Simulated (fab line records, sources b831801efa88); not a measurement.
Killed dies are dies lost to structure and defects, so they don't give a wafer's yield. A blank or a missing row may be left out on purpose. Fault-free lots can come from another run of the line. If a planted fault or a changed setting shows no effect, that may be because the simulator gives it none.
What tool caused it? || flow gf180mcu || 14 lots with 42 wafers sampled at 4 steps, on a route of 602 steps

WHAT THE GAUGES READ, wafer by wafer
GF_CONTACT_THK_MEAS_03.
{"lot": "L237", "measured": "day 15 03:15", "on": "film-metro-02", "CONTACT_CVD_02_THK (nm)": "852 865 868"}
{"lot": "L239", "measured": "day 16 03:46", "on": "film-metro-01", "CONTACT_CVD_02_THK (nm)": "849 875 856"}
{"lot": "L241", "measured": "day 16 14:52", "on": "film-metro-01", "CONTACT_CVD_02_THK (nm)": "854 873 873"}
{"lot": "L248", "measured": "day 19 06:43", "on": "film-metro-02", "CONTACT_CVD_02_THK (nm)": "845 859 861"}
{"lot": "L249", "measured": "day 19 15:01", "on": "film-metro-01", "CONTACT_CVD_02_THK (nm)": "852 867 865"}
{"lot": "L250", "measured": "day 19 22:41", "on": "film-metro-01", "CONTACT_CVD_02_THK (nm)": "845 863 871"}
{"lot": "L253", "measured": "day 21 03:46", "on": "film-metro-04", "CONTACT_CVD_02_THK (nm)": "857 860 875"}
{"lot": "L254", "measured": "day 21 09:25", "on": "film-metro-01", "CONTACT_CVD_02_THK (nm)": "857 852 862"}
{"lot": "L255", "measured": "day 21 23:12", "on": "film-metro-02", "CONTACT_CVD_02_THK (nm)": "847 847 863"}
{"lot": "L256", "measured": "day 22 00:07", "on": "film-metro-01", "CONTACT_CVD_02_THK (nm)": "853 851 863"}
{"lot": "L257", "measured": "day 22 08:47", "on": "film-metro-01", "CONTACT_CVD_02_THK (nm)": "845 849 865"}
{"lot": "L258", "measured": "day 22 12:38", "on": "film-metro-02", "CONTACT_CVD_02_THK (nm)": "849 858 862"}

GF_M2_THK_MEAS_06: measures by xrf.
{"lot": "L237", "measured": "day 18 04:02", "on": "film-metro-04", "M2_ALCU_THK (nm)": "450 451 451"}
{"lot": "L239", "measured": "day 19 06:22", "on": "film-metro-03", "M2_ALCU_THK (nm)": "453 455 454"}
{"lot": "L241", "measured": "day 19 19:11", "on": "film-metro-04", "M2_ALCU_THK (nm)": "445 439 440"}
{"lot": "L248", "measured": "day 22 10:41", "on": "film-metro-01", "M2_ALCU_THK (nm)": "438 444 442"}
{"lot": "L249", "measured": "day 22 18:52", "on": "film-metro-03", "M2_ALCU_THK (nm)": "449 452 452"}
{"lot": "L250", "measured": "day 23 04:39", "on": "film-metro-03", "M2_ALCU_THK (nm)": "439 443 443"}
{"lot": "L253", "measured": "day 24 06:14", "on": "film-metro-01", "M2_ALCU_THK (nm)": "446 449 445"}
{"lot": "L254", "measured": "day 24 11:19", "on": "film-metro-04", "M2_ALCU_THK (nm)": "451 451 451"}
{"lot": "L255", "measured": "day 24 23:37", "on": "film-metro-03", "M2_ALCU_THK (nm)": "444 451 446"}
{"lot": "L256", "measured": "day 25 00:41", "on": "film-metro-04", "M2_ALCU_THK (nm)": "448 452 454"}
{"lot": "L257", "measured": "day 25 09:00", "on": "film-metro-03", "M2_ALCU_THK (nm)": "448 442 448"}
{"lot": "L258", "measured": "day 25 13:10", "on": "film-metro-01", "M2_ALCU_THK (nm)": "454 449 450"}

WHICH TOOL RAN EACH LOT (tool, then ch and the chambers of the sampled wafers, then the start)
{"lot": "L237", "GF_DUAL_GATE_OXIDATION_15": "furnace-01 ch 0, day 8 09:21", "GF_M2_SPUTTER_03": "pvd-sputter-04, day 18 03:51"}
{"lot": "L239", "GF_DUAL_GATE_OXIDATION_15": "furnace-01 ch 0, day 9 00:01", "GF_M2_SPUTTER_03": "pvd-sputter-04, day 19 06:10"}
{"lot": "L241", "GF_DUAL_GATE_OXIDATION_15": "furnace-02 ch 0, day 9 14:31", "GF_M2_SPUTTER_03": "pvd-sputter-01, day 19 19:01"}
{"lot": "L244", "GF_DUAL_GATE_OXIDATION_15": "furnace-02, day 10 12:32", "GF_M2_SPUTTER_03": "-"}
{"lot": "L243", "GF_DUAL_GATE_OXIDATION_15": "furnace-01, day 10 12:59", "GF_M2_SPUTTER_03": "-"}
{"lot": "L248", "GF_DUAL_GATE_OXIDATION_15": "furnace-01 ch 0, day 11 13:56", "GF_M2_SPUTTER_03": "pvd-sputter-04, day 22 10:31"}
{"lot": "L249", "GF_DUAL_GATE_OXIDATION_15": "furnace-02 ch 0, day 11 20:58", "GF_M2_SPUTTER_03": "pvd-sputter-02, day 22 18:41"}
{"lot": "L250", "GF_DUAL_GATE_OXIDATION_15": "furnace-01 ch 0, day 12 02:44", "GF_M2_SPUTTER_03": "pvd-sputter-04, day 23 04:28"}
{"lot": "L253", "GF_DUAL_GATE_OXIDATION_15": "furnace-02 ch 0, day 13 02:43", "GF_M2_SPUTTER_03": "pvd-sputter-04, day 24 06:03"}
{"lot": "L254", "GF_DUAL_GATE_OXIDATION_15": "furnace-02 ch 0, day 13 07:07", "GF_M2_SPUTTER_03": "pvd-sputter-04, day 24 11:08"}
{"lot": "L255", "GF_DUAL_GATE_OXIDATION_15": "furnace-02 ch 0, day 13 18:31", "GF_M2_SPUTTER_03": "pvd-sputter-04, day 24 23:26"}
{"lot": "L256", "GF_DUAL_GATE_OXIDATION_15": "furnace-02 ch 0, day 13 22:05", "GF_M2_SPUTTER_03": "pvd-sputter-01, day 25 00:31"}
{"lot": "L257", "GF_DUAL_GATE_OXIDATION_15": "furnace-02 ch 0, day 14 02:55", "GF_M2_SPUTTER_03": "pvd-sputter-02, day 25 08:49"}
{"lot": "L258", "GF_DUAL_GATE_OXIDATION_15": "furnace-01 ch 0, day 14 09:14", "GF_M2_SPUTTER_03": "pvd-sputter-01, day 25 12:59"}
- GF_DUAL_GATE_OXIDATION_15: stabilise 600 s, purge 300 s, target thk 7.098 nm.
- GF_M2_SPUTTER_03: material Ti, target thk 10 nm, time 6.7 s.

AS READ BY THE TOOLS THEMSELVES (means over the sampled wafers that have a number; for cases with no such wafer, the mark the record gives instead)
GF_DUAL_GATE_OXIDATION_15.
{"lot": "L237", "tool": "furnace-01", "ox-temp-c (C)": 850.1, "ox-temp-c-max": 854.5}
{"lot": "L239", "tool": "furnace-01", "ox-temp-c (C)": 849.8, "ox-temp-c-max": 854.7}
{"lot": "L241", "tool": "furnace-02", "ox-temp-c (C)": 850.5, "ox-temp-c-max": 853.9}
{"lot": "L244", "tool": "furnace-02", "ox-temp-c (C)": "-", "ox-temp-c-max": "-"}
{"lot": "L243", "tool": "furnace-01", "ox-temp-c (C)": "-", "ox-temp-c-max": "-"}
{"lot": "L248", "tool": "furnace-01", "ox-temp-c (C)": 849.6, "ox-temp-c-max": 854.9}
{"lot": "L249", "tool": "furnace-02", "ox-temp-c (C)": 849.8, "ox-temp-c-max": 852.9}
{"lot": "L250", "tool": "furnace-01", "ox-temp-c (C)": 850.0, "ox-temp-c-max": 855.2}
{"lot": "L253", "tool": "furnace-02", "ox-temp-c (C)": 850.1, "ox-temp-c-max": 853.3}
{"lot": "L254", "tool": "furnace-02", "ox-temp-c (C)": 850.0, "ox-temp-c-max": 853.3}
{"lot": "L255", "tool": "furnace-02", "ox-temp-c (C)": 850.0, "ox-temp-c-max": 853.1}
{"lot": "L256", "tool": "furnace-02", "ox-temp-c (C)": 850.1, "ox-temp-c-max": 853.5}
{"lot": "L257", "tool": "furnace-02", "ox-temp-c (C)": 850.3, "ox-temp-c-max": 854.7}
{"lot": "L258", "tool": "furnace-01", "ox-temp-c (C)": 850.2, "ox-temp-c-max": 855.0}

GF_M2_SPUTTER_03.
{"lot": "L237", "tool": "pvd-sputter-04", "substrate-temp-c (C)": 300.11, "throttle-valve-pct (%)": 30.6}
{"lot": "L239", "tool": "pvd-sputter-04", "substrate-temp-c (C)": 300.04, "throttle-valve-pct (%)": 30.7}
{"lot": "L241", "tool": "pvd-sputter-01", "substrate-temp-c (C)": 300.03, "throttle-valve-pct (%)": 30.6}
{"lot": "L248", "tool": "pvd-sputter-04", "substrate-temp-c (C)": 299.97, "throttle-valve-pct (%)": 30.6}
{"lot": "L249", "tool": "pvd-sputter-02", "substrate-temp-c (C)": 299.97, "throttle-valve-pct (%)": 29.4}
{"lot": "L250", "tool": "pvd-sputter-04", "substrate-temp-c (C)": 299.82, "throttle-valve-pct (%)": 30.6}
{"lot": "L253", "tool": "pvd-sputter-04", "substrate-temp-c (C)": 299.86, "throttle-valve-pct (%)": 30.1}
{"lot": "L254", "tool": "pvd-sputter-04", "substrate-temp-c (C)": 300.02, "throttle-valve-pct (%)": 30.5}
{"lot": "L255", "tool": "pvd-sputter-04", "substrate-temp-c (C)": 299.93, "throttle-valve-pct (%)": 30.4}
{"lot": "L256", "tool": "pvd-sputter-01", "substrate-temp-c (C)": 300.00, "throttle-valve-pct (%)": 29.8}
{"lot": "L257", "tool": "pvd-sputter-02", "substrate-temp-c (C)": 299.95, "throttle-valve-pct (%)": 29.8}
{"lot": "L258", "tool": "pvd-sputter-01", "substrate-temp-c (C)": 299.92, "throttle-valve-pct (%)": 29.7}

THE ANSWER, worked out from the rows above alone
Rule: the lots themselves supply what counts as usual. The widest of any qualifying gaps counts: lots, ordered by their means at a reading, are off when they make up no more than a third of the lots, leave a main group of 4 or more, and stand apart from it by 3 or more times the standard deviation of that group's means. If all means in a main group match to the digits the tables above print for the reading, that group is not used. Also off: a lot with no number at a reading for which 4 or more lots have one. All remaining lots with rows at the step are treated as sound. Order of review: gauges by route order, followed by the tools' own readings, for which a lot's mean as printed above is used. At the first step where some lot is off, the reading lying furthest off is the one used; lots without a number count as furthest.
Off, at GF_DUAL_GATE_OXIDATION_15 on ox-temp-c: L244, L243. Without a number there: L244, L243. The main group: mean 850.0 C, standard deviation 0.23.
If a tool, at that step or one of the process steps before it, ran each lot that is off and ran no sound lot following the first of them, it fits. Of those tried, none fits.

WHAT THE SIMULATOR HAD PUT IN
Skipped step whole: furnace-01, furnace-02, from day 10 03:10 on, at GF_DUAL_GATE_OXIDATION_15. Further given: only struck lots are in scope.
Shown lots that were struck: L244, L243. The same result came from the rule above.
